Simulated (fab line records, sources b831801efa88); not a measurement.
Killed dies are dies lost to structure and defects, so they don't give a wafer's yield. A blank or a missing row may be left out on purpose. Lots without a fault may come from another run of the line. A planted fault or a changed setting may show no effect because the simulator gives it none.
Which tool did it? | flow gf180mcu | 6 lots, 18 wafers sampled, at 2 steps of a route of 602

WHAT THE GAUGES READ, wafer by wafer
GF_VT_IMPLANT_TW_MEAS_32.
lot  | measured     | on            | VT_IMPLANT_3_TW
L160 | day 7 03:59  | film_metro-01 | 275 274 274
L163 | day 8 01:23  | film_metro-01 | 273 274 273
L165 | day 8 12:15  | film_metro-01 | 272 272 274
L168 | day 9 08:54  | film_metro-04 | 268 269 269
L177 | day 11 18:00 | film_metro-03 | 280 279 281
L181 | day 13 00:07 | film_metro-03 | 280 277 278

WHICH TOOL RAN EACH LOT (tool, then ch and the chambers of the sampled wafers, then the start)
lot  | GF_MVPSD_IMPLANT_09
L160 | implanter-03 ch 0, day 5 06:41
L163 | implanter-01 ch 0, day 6 03:09
L165 | implanter-01 ch 0, day 6 12:19
L168 | implanter-01 ch 0, day 7 06:56
L177 | implanter-03 ch 0, day 9 11:13
L181 | implanter-03 ch 0, day 10 14:47
- GF_MVPSD_IMPLANT_09

THE ANSWER, worked out from the rows above alone
Rule: what is usual is taken from the lots themselves. Put in order of their means at a reading, lots are off if they are a third of the lots or fewer, leave a main group of 4 or more, and stand apart from it by a gap of 3 or more times the standard deviation of the main group's means; of several such gaps the widest counts. A main group whose means are all the same, to the digits that the tables above print for the reading, isn't used. A lot without any number at a reading at which 4 lots or more have one is off too. The other lots that the step has rows for count as sound.
No lot is off at any reading shown: from this, nothing can be told.

WHAT THE SIMULATOR HAD PUT IN
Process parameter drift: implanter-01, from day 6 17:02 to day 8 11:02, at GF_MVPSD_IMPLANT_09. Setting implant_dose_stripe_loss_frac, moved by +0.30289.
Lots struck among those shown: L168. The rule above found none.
